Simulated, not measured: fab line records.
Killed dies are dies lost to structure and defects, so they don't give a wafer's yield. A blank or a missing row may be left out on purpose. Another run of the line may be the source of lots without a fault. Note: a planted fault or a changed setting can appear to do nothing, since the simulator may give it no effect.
Comparing a struck lot with a sound one + flow sky130 + 28 steps out of a route of 708
Sound: the wafers L913.3, L913.4, L913.5. Wafers L920.3, L920.4, L920.6 were the ones struck. The cause is named last.
For every step that has rows: the tool of each side, followed by ch and its chambers, followed by its first start. Under that, the readings that differ: sound wafers + struck wafers + difference of the means + sigmas: that difference in standard deviations of wafers without a fault.
alike: readings whose means differ by less than 2 such deviations, and words and numbers that are the same on both sides. not compared: withheld readings, readings that some wafer has no value for, bounds like >300 that may hide the same value, and numbers for which the record gives no deviation and whose values overlap.
A row with sigmas, a row that says differs or no value, or rows on one side alone: a step with any of these is where the two part. Numbers that have no deviation but don't overlap get no sigmas and don't part them. A reading missing from all wafers of one side parts the sides only when that side holds two or more wafers.

first, 8 steps without rows for these wafers: SKY_LOCAL_INTERCONNECT_ETCH_13 (etches BARC in N2/H2, stops on SiO2, time 45.9 s, target depth 60 nm); SKY_LOCAL_INTERCONNECT_METAL_ETCH_14 (etches TiN in Cl2/BCl3, stops on PSG, target depth 110 nm, time 31.4 s); SKY_LOCAL_INTERCONNECT_STRIP_15 (strips in O2/N2); SKY_LOCAL_INTERCONNECT_STRIP_16 (strips in post etch residue remover, time 1200 s); SKY_LOCAL_INTERCONNECT_CLEAN_17 (cleans in IPA, time 180 s); SKY_LOCAL_INTERCONNECT_CLEAN_18 (cleans in O3/DIW); SKY_CONTACT_CVD_00 (deposits Si3N4, target thk 75 nm); SKY_CONTACT_HDPCVD_02 (deposits SiO2, target thk 565 nm, time 94.2 s).
SKY_CONTACT_CMP_04: polishes SiO2.
  sound on cmp-01 ch 2,3, day 32 01:13; struck on cmp-02 ch 2,3, day 34 21:14
  no value came back on the struck wafers for edge-zone-pressure-frac, head-pressure-psi (psi), motor-current-A (A), time-to-endpoint-s (s); on the sound wafers edge-zone-pressure-frac reads 1.003 1.004 1.005
| reading                                     | sound           | struck            | difference | sigmas |
|---------------------------------------------|-----------------|-------------------|------------|--------|
| model.SiO2_of_CONTACT_HDPCVD_02.thk-nm (nm) | 340 341.3 340.6 | 566.4 561.7 561.2 | +222.5     |        |
then, 9 steps without rows for these wafers: SKY_CONTACT_DEHYDRATE_06 (time 60 s); SKY_CONTACT_HMDS_07 (prime time 60 s); SKY_CONTACT_COAT_08 (resist thk 60 nm); SKY_CONTACT_COAT_09 (resist thk 450 nm); SKY_CONTACT_SOFTBAKE_10 (time 90 s); SKY_CONTACT_EXPOSE_11 (exposes mask CTM1, target cd 170 nm); SKY_CONTACT_PEB_12; SKY_CONTACT_DEVELOP_13 (develop time 60 s); SKY_CONTACT_ETCH_16 (etches BARC in N2/H2, stops on SiO2, time 45.9 s, target depth 60 nm).
SKY_CONTACT_ETCH_17: etches SiO2 in C4F8/O2/Ar, stops on Si3N4, target depth 340 nm.
  sound on rie-diel-01 ch 0,1,3, day 33 05:16; struck on rie-diel-04 ch 1,3, day 35 23:58
| reading                             | sound             | struck            | difference | sigmas      |
|-------------------------------------|-------------------|-------------------|------------|-------------|
| oes-product-au (a.u.)               | 0.887 0.890 0.886 | 1.658 1.628 1.639 | +0.754     | +99 or more |
| model.CONTACT.feature-depth-nm (nm) | 340 341.3 340.6   | 420.8 411.1 418.7 | +76.2      |             |
| model.etch.depth-nm (nm)            | 340 341.3 340.6   | 420.8 411.1 418.7 | +76.2      |             |
then, 7 steps without rows for these wafers: SKY_CONTACT_ETCH_18 (etches Si3N4 in CHF3/O2, stops on TiN, time 39 s, target depth 75 nm); SKY_CONTACT_STRIP_19 (strips in O2/N2); SKY_CONTACT_STRIP_20 (strips in post etch residue remover, time 1200 s); SKY_CONTACT_CLEAN_21 (cleans in IPA, time 180 s); SKY_CONTACT_CLEAN_22 (cleans in O3/DIW); SKY_CONTACT_SPUTTER_23 (material TiN, target thk 20 nm, time 80 s); SKY_CONTACT_CVD_24 (deposits W, target thk 340 nm, time 102.12 s).
SKY_CONTACT_CMP_27: polishes, stops on SiO2, t overpolish 15 s, target thk 0 nm.
  sound on cmp-02 ch 1,3, day 33 06:23; struck on cmp-02 ch 0,2,3, day 36 01:08
| reading                                     | sound             | struck          | difference | sigmas |
|---------------------------------------------|-------------------|-----------------|------------|--------|
| model.SiO2_of_CONTACT_HDPCVD_02.thk-nm (nm) | 336.8 338.1 337.4 | 563.2 558.5 558 | +222.5     |        |
  alike: edge-zone-pressure-frac, head-pressure-psi, motor-current-A
-- the record jumps here: 13 days lie between the struck wafers' starts before and after (it left off in module CONTACT and takes up again in module PAD_OPEN, whose first step shown is number 708 of the route) --
SKY_PAD_OPEN_PROBE_99:
  struck on prober-02, day 48 23:56; sound on prober-01, day 46 22:50
| reading            | sound      | struck      | difference | sigmas |
|--------------------|------------|-------------|------------|--------|
| killed-at-contacts | 27 23 24   | 422 431 423 | +401       | +80    |
| killed-dies        | 105 98 111 | 492 492 492 | +387       | +39    |
| killed-on-rim      | 24 14 26   | 96 96 96    | +75        | +21    |
| killed-open        | 66 62 66   | 43 49 45    | -19        | -2     |
  alike: killed_at_M0_to_M3, killed_at_M4_up, killed-at-front-end, killed-at-other, killed-short

WHERE THEY PART
Earliest at SKY_CONTACT_CMP_04; latest, in this record, at SKY_PAD_OPEN_PROBE_99.

WHY: the cause the simulator had injected
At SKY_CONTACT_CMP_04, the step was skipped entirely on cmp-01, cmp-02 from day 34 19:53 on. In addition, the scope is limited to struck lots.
